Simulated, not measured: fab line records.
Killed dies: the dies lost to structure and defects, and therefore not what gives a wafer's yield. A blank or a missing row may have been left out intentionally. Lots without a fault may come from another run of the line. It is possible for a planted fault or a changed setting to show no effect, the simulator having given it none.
fab line records	flow sky130
[record] lots = 6	wafers = 18	last-day = 50
route steps=708 shown LDD_P@263 LDD_HVN@267 PAD_OPEN@708
lots untouched by any fault: they come from a run of this same line in which no faults occurred
start-h: the number of hours between the record's first day and the start of the first shown wafer of the lot	wait-h: hours since the lot's step before	" unchanged from the row above	L1.1+2: a single row standing in for several wafers	- no value present, or no start provided	* or withheld: withheld	< > ~ a bound
route shown NAME@n: names a module that has steps shown in the file, with the first one's number in the route	usual: average and standard deviation across the fault-free wafers	same: alike in all rows	chamber/n: place in a boat	sites: the reading at each site	_std_site: how widely they spread, as a standard deviation	_edge_site: mean of outer sites minus mean of inner sites	radius-mm: for every site, how far away it sits from the centre of the wafer	mask NAME#n: copy n	behind: the tool/chamber that last shaped the wafer	hold: why the lot was held/for how many hours/how that ended	device: the n, p or np transistor that did not switch	end of line: tests of these same wafers at the route's end	step lacking rows: just its recipe	killed: dies that structure and defects cost at the first sort, which is not the same as the wafer's yield	map: per-die view of a wafer (x killed, . not killed, _ where there is no die)
set.NAME: setting as actually run; set.NAME@STEP: the setting as run at that earlier step	model.NAME: the simulator's own value behind a step, which no gauge read
lots at selected steps of the route; one table per step, one row per wafer
services: the hour from which a tool's chamber was out of use, counted from the record's first day as start-h (under 0 if before that day), plus the number of hours and why
[[steps]]
[step SKY_LDD_P_OVL_MEAS_08]
[usual] LDD_P_OVL = 0.2/1.7
lot.wafer	tool	chamber	start-h	wait-h	LDD_P_OVL[nm]
L609.2	overlay-02	-	452.63	0.1	0.1
L609.5	"	-	"	"	0.9
L609.6	"	-	"	"	0.0
L610.3	overlay-01	-	460.49	0.1	-1.2
L610.4	"	-	"	"	-2.6
L610.6	"	-	"	"	-2.8
L626.1	overlay-02	-	601.27	0.1	1.9
L626.2	"	-	"	"	1.8
L626.5	"	-	"	"	2.0
L627.1	overlay-02	-	608.69	0.1	-1.7
L627.3	"	-	"	"	0.5
L627.6	"	-	"	"	-1.2
L628.2	overlay-01	-	617.78	0.1	-0.2
L628.4	"	-	"	"	-2.7
L628.6	"	-	"	"	-0.8
L629.1	overlay-02	-	631.03	0.1	2.0
L629.4	"	-	"	"	2.2
L629.5	"	-	"	"	2.1
[step SKY_LDD_P_IMPLANT_09]
[recipe] species = BF2	energy-kev = 25	dose-cm2 = 1e+13	tilt-deg = withheld
[step SKY_LDD_P_STRIP_10]
[recipe] chemistry = O2/N2	power-w = 1400	pressure-mtorr = 1500	platen-temp-c = withheld	o2-flow-sccm = 3000	n2-flow-sccm = 300	overash-fraction = 0.5
[usual] drypump-motor-current-A = 5.71/0.26	n2-flow-sccm = 300.1/0.87	oes-product-au = 0.716/0.0044	strip-time-to-endpoint-s = 14.19/0.034
lot.wafer	tool	chamber	start-h	wait-h	drypump-motor-current-A	n2-flow-sccm	oes-product-au	rf-hours-counter-h	strip-time-to-endpoint-s
L609.2	plasma-asher-01	1	452.81	0.1	6.01	297.8	0.719	73	14.10
L609.5	"	1	"	"	6.00	298.5	0.714	-	14.16
L609.6	"	0	"	"	5.44	300.5	0.714	-	14.09
L610.3	plasma-asher-02	0	460.69	0.1	5.44	299.4	0.715	-	14.18
L610.4	"	1	"	"	5.75	301.1	0.721	-	14.12
L610.6	"	0	"	"	5.43	301.5	0.715	-	14.16
L626.1	plasma-asher-01	1	601.46	0.1	6.01	298.6	0.722	88	14.19
L626.2	"	0	"	"	5.44	300.8	0.705	88	14.23
L626.5	"	0	"	"	5.42	299.5	0.709	-	14.23
L627.1	plasma-asher-01	0	608.88	0.1	5.43	300.4	0.711	88	14.21
L627.3	"	1	"	"	6.05	299.8	0.716	-	14.22
L627.6	"	0	"	"	5.42	299.8	0.714	-	14.20
L628.2	plasma-asher-01	1	617.96	0.1	5.99	301.4	0.720	89	14.20
L628.4	"	1	"	"	6.01	300.4	0.726	-	14.22
L628.6	"	0	"	"	5.42	301.6	0.718	-	14.21
L629.1	plasma-asher-03	0	631.21	0.1	6.05	299.2	0.723	80	14.22
L629.4	"	1	"	"	5.53	300.3	0.720	-	14.23
L629.5	"	1	"	"	5.56	299.6	0.714	-	14.24
[step SKY_LDD_P_TW_MEAS_11]
[usual] LDD_P_TW = 635/6.3
lot.wafer	tool	chamber	start-h	wait-h	LDD_P_TW
L609.2	film-metro-04	-	452.92	0.1	629
L609.5	"	-	"	"	631
L609.6	"	-	"	"	632
L610.3	film-metro-04	-	460.78	0.1	633
L610.4	"	-	"	"	630
L610.6	"	-	"	"	633
L626.1	film-metro-04	-	601.56	0.1	632
L626.2	"	-	"	"	628
L626.5	"	-	"	"	628
L627.1	film-metro-02	-	608.98	0.1	642
L627.3	"	-	"	"	638
L627.6	"	-	"	"	641
L628.2	film-metro-02	-	618.07	0.1	642
L628.4	"	-	"	"	641
L628.6	"	-	"	"	643
L629.1	film-metro-01	-	631.31	0.1	631
L629.4	"	-	"	"	632
L629.5	"	-	"	"	633
[step SKY_LDD_HVN_DEHYDRATE_00]
[recipe] temp-c = 200	time-s = 60
[step SKY_LDD_HVN_HMDS_01]
[recipe] prime-time-s = 60	prime-temp-c = 120
[step SKY_LDD_HVN_COAT_02]
[recipe] resist = NOVOLAK	spin-rpm = 3000	resist-thk-nm = 300
[step SKY_LDD_HVN_SOFTBAKE_03]
[recipe] temp-c = 90	time-s = 60	resist = NOVOLAK
[step SKY_LDD_HVN_EXPOSE_04]
[recipe] mask-id = HVNTM	na = 0.6	source-shape = conventional	sigma-outer = 0.6	polarization = unpolarized	target-cd-nm = 700	dose-mj = 127
[step SKY_LDD_HVN_PEB_05]
[recipe] temp-c = withheld	time-s = *	resist = NOVOLAK
[step SKY_LDD_HVN_DEVELOP_06]
[recipe] resist = NOVOLAK	developer = TMAH	develop-time-s = 60	dev-temp-c = 23
[step SKY_LDD_HVN_OVL_MEAS_07]
[usual] LDD_HVN_OVL = -0.7/1.4
lot.wafer	tool	chamber	start-h	wait-h	LDD_HVN_OVL[nm]
L609.2	overlay-01	-	482.82	0.1	-1.7
L609.5	"	-	"	"	-2.2
L609.6	"	-	"	"	-2.0
L610.3	overlay-02	-	491.52	0.1	-0.7
L610.4	"	-	"	"	-1.0
L610.6	"	-	"	"	-1.8
L626.1	overlay-02	-	630.50	0.1	-0.6
L626.2	"	-	"	"	-1.0
L626.5	"	-	"	"	-1.7
L627.1	overlay-02	-	636.96	0.1	0.9
L627.3	"	-	"	"	-0.4
L627.6	"	-	"	"	-0.8
L628.2	overlay-01	-	646.97	0.1	1.3
L628.4	"	-	"	"	-0.7
L628.6	"	-	"	"	-1.2
L629.1	overlay-01	-	659.85	0.1	-1.6
L629.4	"	-	"	"	-0.8
L629.5	"	-	"	"	0.2
[step SKY_LDD_HVN_IMPLANT_08]
[recipe] species = P	energy-kev = 60	dose-cm2 = 3e+13	tilt-deg = 40
[usual] dose-ions-cm2 = 3e+13/3.4e+10	faraday-current-uA = 169/3.5	tilt-deg = 40.001/0.021
lot.wafer	tool	chamber	start-h	wait-h	dose-ions-cm2	faraday-current-uA	tilt-deg
L609.2	implanter-02	0	482.87	0.0	2.995e+13	167	40.008
L609.5	"	0	"	"	2.999e+13	172	39.984
L609.6	"	0	"	"	2.998e+13	176	40.002
L610.3	implanter-02	0	491.60	0.1	2.996e+13	173	39.977
L610.4	"	0	"	"	3e+13	170	39.997
L610.6	"	0	"	"	3e+13	167	40.008
L626.1	implanter-02	0	630.54	0.0	3.072e+13	170	39.959
L626.2	"	0	"	"	3.074e+13	178	39.967
L626.5	"	0	"	"	3.068e+13	168	39.955
L627.1	implanter-02	0	637.00	0.0	3.061e+13	169	40.008
L627.3	"	0	"	"	3.065e+13	170	40.037
L627.6	"	0	"	"	3.058e+13	176	40.012
L628.2	implanter-03	0	647.02	0.0	3.002e+13	174	39.976
L628.4	"	0	"	"	2.998e+13	172	40.009
L628.6	"	0	"	"	3.001e+13	171	39.974
L629.1	implanter-04	0	659.89	0.0	2.994e+13	167	39.971
L629.4	"	0	"	"	3.002e+13	167	39.989
L629.5	"	0	"	"	3.002e+13	171	39.982
[step SKY_LDD_HVN_STRIP_09]
[recipe] chemistry = O2/N2	power-w = 1400	pressure-mtorr = 1500	platen-temp-c = withheld	o2-flow-sccm = 3000	n2-flow-sccm = 300	overash-fraction = 0.5
[usual] drypump-motor-current-A = 5.5/0.46	n2-flow-sccm = 299.9/0.92	oes-product-au = 0.409/0.0049	strip-time-to-endpoint-s = 4.134/0.015
lot.wafer	tool	chamber	start-h	wait-h	drypump-motor-current-A	n2-flow-sccm	oes-product-au	rf-hours-counter-h	strip-time-to-endpoint-s
L609.2	plasma-asher-03	0	483.00	0.1	6.1	300.5	0.407	66	4.143
L609.5	"	0	"	"	6.1	300.0	0.418	-	4.126
L609.6	"	1	"	"	5.6	299.5	0.407	-	4.126
L610.3	plasma-asher-04	0	491.73	0.1	5.2	299.9	0.403	-	4.121
L610.4	"	1	"	"	4.7	301.2	0.407	-	4.143
L610.6	"	1	"	"	4.7	300.5	0.414	-	4.150
L626.1	plasma-asher-03	1	630.69	0.1	5.6	299.8	0.410	80	4.118
L626.2	"	0	"	"	6.1	299.5	0.405	80	4.135
L626.5	"	1	"	"	5.5	300.2	0.408	-	4.126
L627.1	plasma-asher-01	0	637.15	0.1	5.4	299.1	0.407	91	4.120
L627.3	"	1	"	"	6.0	299.9	0.398	-	4.154
L627.6	"	0	"	"	5.4	301.2	0.410	-	4.116
L628.2	plasma-asher-01	1	647.15	0.1	6.0	300.2	0.410	92	4.117
L628.4	"	1	"	"	6.0	300.6	0.405	-	4.120
L628.6	"	0	"	"	5.4	299.7	0.407	-	4.123
L629.1	plasma-asher-01	0	660.04	0.1	5.5	299.6	0.415	93	4.100
L629.4	"	0	"	"	5.4	298.3	0.404	-	4.111
L629.5	"	0	"	"	5.5	299.9	0.403	-	4.124
[step SKY_PAD_OPEN_PROBE_99]
[usual] killed_at_M0_to_M3 = 42/6.6	killed_at_M4_up = 3.0/1.8	killed-at-contacts = 25/5.1	killed-at-front-end = 15/4.4	killed-at-other = 0.3/0.56	killed-dies = 86/8.6	killed-on-rim = 17/3.9	killed-open = 47/6.9	killed-short = 38/6
[same] gross-dies = 492	killed-at-back-side = 0
lot.wafer	tool	chamber	start-h	wait-h	killed_at_M0_to_M3	killed_at_M4_up	killed-at-contacts	killed-at-front-end	killed-at-other	killed-dies	killed-on-rim	killed-open	killed-short
L609.2	prober-02	-	1087.41	0.1	40	1	26	14	0	81	13	48	33
L609.5	prober-02	-	1087.56	0.2	48	3	27	5	0	83	13	44	39
L609.6	prober-02	-	1087.61	0.2	53	2	26	15	0	96	23	59	37
L610.3	prober-01	-	1097.67	0.2	46	2	27	13	1	89	17	52	37
L610.4	prober-01	-	1097.72	0.2	57	2	21	15	0	95	19	57	37
L610.6	prober-01	-	1097.82	0.2	41	3	18	17	0	79	14	46	33
L626.1	prober-01	-	1182.81	0.1	38	4	31	15	0	88	13	49	39
L626.2	prober-01	-	1182.86	0.1	48	3	19	13	1	84	19	47	37
L626.5	prober-01	-	1183.01	0.2	38	2	21	13	1	75	16	35	40
L627.1	prober-02	-	1187.59	0.1	31	4	29	13	0	77	19	43	34
L627.3	prober-02	-	1187.69	0.2	36	1	38	14	0	89	14	54	35
L627.6	prober-02	-	1187.84	0.2	40	2	29	16	0	87	17	55	32
L628.2	prober-01	-	1194.68	0.1	39	4	25	13	0	81	10	55	26
L628.4	prober-01	-	1194.78	0.2	44	3	29	12	3	91	16	55	36
L628.6	prober-01	-	1194.88	0.2	42	2	23	19	0	86	12	43	43
L629.1	prober-02	-	1198.53	0.1	32	4	21	15	0	72	10	31	41
L629.4	prober-02	-	1198.68	0.2	48	3	25	18	0	94	21	53	41
L629.5	prober-02	-	1198.73	0.2	44	4	30	7	1	86	13	50	36
// killed by level:class
L609.2 LI_CONTACT:geometric-particle:open=9 VIA1:geometric-particle:open=9 CONTACT:geometric-particle:open=8 VIA3:geometric-particle:open=7 POLY_GATE:geometric-particle:short=5 FIELD_ISO:geometric-particle:open=4 METAL3:geometric-particle:short=4 LI_CONTACT:geometric-particle:short=3
L609.5 LI_CONTACT:geometric-particle:open=13 VIA1:geometric-particle:open=12 METAL2:geometric-particle:short=7 VIA3:geometric-particle:open=6 LI_CONTACT:geometric-particle:short=6 VIA1:geometric-particle:short=6 CONTACT:geometric-particle:open=5 METAL1:geometric-particle:short=5
L609.6 VIA1:geometric-particle:open=19 CONTACT:geometric-particle:open=10 LI_CONTACT:geometric-particle:open=9 FIELD_ISO:geometric-particle:short=6 VIA3:geometric-particle:open=6 VIA1:geometric-particle:short=6 METAL1:geometric-particle:short=5 VIA3:geometric-particle:short=4
L610.3 CONTACT:geometric-particle:open=10 VIA3:geometric-particle:open=10 VIA2:geometric-particle:open=8 VIA1:geometric-particle:open=7 LI_CONTACT:geometric-particle:open=6 VIA1:geometric-particle:short=5 METAL3:geometric-particle:short=5 LOCAL_INTERCONNECT:geometric-particle:short=4
L610.4 VIA2:geometric-particle:open=14 VIA1:geometric-particle:open=11 VIA3:geometric-particle:open=9 CONTACT:geometric-particle:open=7 POLY_GATE:geometric-particle:open=6 LOCAL_INTERCONNECT:geometric-particle:short=5 METAL2:geometric-particle:short=5 METAL3:geometric-particle:short=5
L610.6 LI_CONTACT:geometric-particle:open=11 VIA1:geometric-particle:open=9 POLY_GATE:geometric-particle:open=6 VIA1:geometric-particle:short=6 VIA2:geometric-particle:open=6 VIA3:geometric-particle:short=6 FIELD_ISO:geometric-particle:open=5 METAL3:geometric-particle:short=4
L626.1 CONTACT:geometric-particle:open=11 VIA2:geometric-particle:open=8 METAL1:geometric-particle:short=8 VIA1:geometric-particle:open=6 CONTACT:geometric-particle:short=6 LI_CONTACT:geometric-particle:open=5 POLY_GATE:geometric-particle:open=4 LI_CONTACT:geometric-particle:short=4
L626.2 VIA2:geometric-particle:open=12 VIA1:geometric-particle:open=9 LI_CONTACT:geometric-particle:open=7 CONTACT:geometric-particle:open=6 METAL1:geometric-particle:short=6 METAL2:geometric-particle:short=6 FIELD_ISO:geometric-particle:open=4 VIA1:geometric-particle:short=4
L626.5 METAL1:geometric-particle:short=10 CONTACT:geometric-particle:open=8 LI_CONTACT:geometric-particle:open=6 VIA1:geometric-particle:open=6 METAL2:geometric-particle:short=5 POLY_GATE:geometric-particle:short=4 LOCAL_INTERCONNECT:geometric-particle:short=4 VIA2:geometric-particle:short=4
L627.1 CONTACT:geometric-particle:open=12 VIA1:geometric-particle:open=8 LI_CONTACT:geometric-particle:open=7 VIA1:geometric-particle:short=6 LOCAL_INTERCONNECT:geometric-particle:short=5 FIELD_ISO:geometric-particle:open=4 VIA2:geometric-particle:short=4 FIELD_ISO:geometric-particle:short=3
L627.3 CONTACT:geometric-particle:open=15 LI_CONTACT:geometric-particle:open=11 VIA1:geometric-particle:open=9 METAL1:geometric-particle:short=8 VIA2:geometric-particle:open=7 LOCAL_INTERCONNECT:geometric-particle:short=6 POLY_GATE:geometric-particle:open=4 LI_CONTACT:geometric-particle:short=4
L627.6 CONTACT:geometric-particle:open=11 VIA3:geometric-particle:open=9 VIA1:geometric-particle:open=7 FIELD_ISO:geometric-particle:open=6 LI_CONTACT:geometric-particle:open=6 VIA1:geometric-particle:short=5 POLY_GATE:geometric-particle:open=4 CONTACT:geometric-particle:short=4
L628.2 CONTACT:geometric-particle:open=15 VIA1:geometric-particle:open=9 METAL2:geometric-particle:short=9 VIA2:geometric-particle:open=8 LI_CONTACT:geometric-particle:open=5 FIELD_ISO:geometric-particle:short=4 FIELD_ISO:geometric-particle:open=4 VIA3:geometric-particle:open=4
L628.4 CONTACT:geometric-particle:open=11 VIA1:geometric-particle:open=11 VIA2:geometric-particle:open=9 LI_CONTACT:geometric-particle:open=8 POLY_GATE:geometric-particle:open=7 VIA3:geometric-particle:open=6 METAL1:geometric-particle:short=5 LOCAL_INTERCONNECT:geometric-particle:short=4
L628.6 CONTACT:geometric-particle:open=14 VIA2:geometric-particle:open=8 METAL1:geometric-particle:short=6 VIA1:geometric-particle:open=6 VIA1:geometric-particle:short=6 FIELD_ISO:geometric-particle:short=5 CONTACT:geometric-particle:short=5 POLY_GATE:geometric-particle:short=4
L629.1 FIELD_ISO:geometric-particle:open=8 LI_CONTACT:geometric-particle:open=6 METAL1:geometric-particle:short=6 LOCAL_INTERCONNECT:geometric-particle:short=5 CONTACT:geometric-particle:open=5 VIA2:geometric-particle:open=4 VIA1:geometric-particle:open=4 CONTACT:geometric-particle:short=4
L629.4 VIA1:geometric-particle:open=13 CONTACT:geometric-particle:open=9 FIELD_ISO:geometric-particle:open=7 VIA3:geometric-particle:open=7 LOCAL_INTERCONNECT:geometric-particle:short=6 VIA1:geometric-particle:short=5 VIA2:geometric-particle:open=5 CONTACT:geometric-particle:short=4
L629.5 VIA1:geometric-particle:open=15 CONTACT:geometric-particle:short=8 VIA2:geometric-particle:open=8 LI_CONTACT:geometric-particle:open=7 CONTACT:geometric-particle:open=6 METAL2:geometric-particle:short=4 VIA3:geometric-particle:short=4 LI_CONTACT:geometric-particle:short=3
[[services]]
tool	chamber	start-h	hours	kind
plasma-asher-02	0	430.25	-	clean
plasma-asher-02	1	430.25	-	clean
plasma-asher-02	-	450.72	2.8	pm
implanter-04	-	462.42	2.4	repair
implanter-03	-	507.95	12.7	repair
implanter-03	-	521.48	3.8	repair
implanter-04	-	540.04	0.6	repair
implanter-04	-	543.21	3.2	pm
plasma-asher-03	-	585.14	5.2	repair
implanter-02	-	588.16	3.8	pm
implanter-03	-	610.84	23.2	repair
plasma-asher-03	-	633.32	2.1	repair
implanter-04	-	647.03	1.6	repair
implanter-03	-	655.44	3.9	pm
[[key]]
[first-sign] step = SKY_LDD_HVN_IMPLANT_08	reading = dose-ions-cm2	direction = up	sigmas = 20	usual = *	struck = *
effect none on later readings
met-at SKY_LDD_HVN_IMPLANT_08
struck-wafers L626.1,L626.2,L626.5,L627.1,L627.3,L627.6
tester-left-out L626,L627
onset-between 491.60 630.54
[fault] kind = process-parameter-drift	tool = implanter-02	chamber = -	onset-h = 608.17	steps = SKY_LDD_HVN_IMPLANT_08	channel = dose-cm2	offset = *	shape = step	end-h = 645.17	acts-in = *	stated = *
// tester-left-out: of these lots the tester's yield and bins aren't shown, on N5 and GAA mostly nor the transistor test; their killed dies are dies lost to structure and defects alone, not to doping, threshold or leakage, so they don't give the yield
